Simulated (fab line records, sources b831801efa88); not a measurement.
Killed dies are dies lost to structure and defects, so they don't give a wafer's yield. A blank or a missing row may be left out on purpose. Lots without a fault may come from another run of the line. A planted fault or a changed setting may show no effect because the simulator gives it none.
Chamber matching | flow sky130 | SKY_VIA1_ETCH_14 on rie_diel-02: 4 sister chambers
The step etches BARC in N2/H2, stops on SiO2, time 45.9 s, target depth 60 nm. 20 wafers are shown with their chamber, then 10 later ones without.

WAFERS WITH THEIR CHAMBER
wafer  | chamber | drypump_motor_current_A (A) | throttle_valve_pct (%) | rf_fwd_power_W (W)
L074.1 | 1       | 6.2                         | 13.219                 | 496.0
L074.4 | 0       | 5.3                         | 13.244                 | 494.4
L074.6 | 0       | 5.3                         | 13.239                 | 496.6
L077.2 | 2       | 5.6                         | 13.235                 | 494.7
L077.4 | 3       | 5.5                         | 13.237                 | 489.4
L077.5 | 1       | 6.2                         | 13.217                 | 495.8
L078.1 | 3       | 5.5                         | 13.226                 | 494.2
L078.2 | 0       | 5.3                         | 13.252                 | 491.2
L078.3 | 2       | 5.6                         | 13.219                 | 493.6
L083.2 | 3       | 5.5                         | 13.228                 | 492.4
L083.3 | 2       | 5.6                         | 13.239                 | 494.0
L083.4 | 0       | 5.2                         | 13.220                 | 493.5
L085.1 | 1       | 6.2                         | 13.221                 | 492.7
L085.2 | 0       | 5.3                         | 13.229                 | 491.7
L085.4 | 2       | 5.6                         | 13.235                 | 492.0
L086.3 | 1       | 6.2                         | 13.227                 | 496.1
L086.5 | 0       | 5.3                         | 13.230                 | 495.9
L086.6 | 3       | 5.5                         | 13.235                 | 494.1
L089.1 | 2       | 5.5                         | 13.213                 | 491.7
L089.4 | 1       | 6.2                         | 13.227                 | 496.6

SIGNATURES (means of the wafers above)
reading                 | chamber 0 | chamber 1 | chamber 2 | chamber 3 | scatter within a chamber
drypump_motor_current_A | 5.283     | 6.200     | 5.580     | 5.500     | 0.032
throttle_valve_pct      | 13.23567  | 13.22220  | 13.22820  | 13.23150  | 0.00923
rf_fwd_power_W          | 493.883   | 495.440   | 493.200   | 492.525   | 1.86
Rule: a wafer's distance from a chamber is the root of the sum, over the readings, of the square of ((its reading less the chamber's mean) divided by the reading's scatter). The wafer belongs to the nearest chamber; if the next one is less than 2 further off, it can't be placed. The scatter: the root of (the sum of the squares of (reading less its chamber's mean) over the shown wafers, divided by (wafers less chambers)).

WAFERS WITHOUT THEIR CHAMBER
wafer  | drypump_motor_current_A (A) | throttle_valve_pct (%) | rf_fwd_power_W (W)
L089.5 | 5.3                         | 13.213                 | 494.5
L091.2 | 5.6                         | 13.229                 | 494.1
L091.3 | 5.3                         | 13.213                 | 492.1
L091.5 | 5.6                         | 13.222                 | 493.6
L097.2 | 6.2                         | 13.226                 | 494.4
L097.5 | 5.5                         | 13.227                 | 493.7
L097.6 | 6.2                         | 13.220                 | 493.8
L096.2 | 6.2                         | 13.228                 | 492.7
L096.4 | 5.5                         | 13.212                 | 493.5
L096.6 | 5.6                         | 13.204                 | 490.8

WHICH CHAMBER EACH WENT THROUGH
wafer  | from the rows above     | in truth
L089.5 | 0                       | 0
L091.2 | 2                       | 2
L091.3 | 0                       | 0
L091.5 | 2                       | 2
L097.2 | 1                       | 1
L097.5 | can't be placed: 3 or 2 | 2
L097.6 | 1                       | 1
L096.2 | 1                       | 1
L096.4 | can't be placed: 3 or 2 | 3
L096.6 | can't be placed: 2 or 3 | 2
Placed correctly: 7 of 10. Can't be placed from these rows: 3 (the true chamber is among the candidates in 3). Placed wrongly: 0.
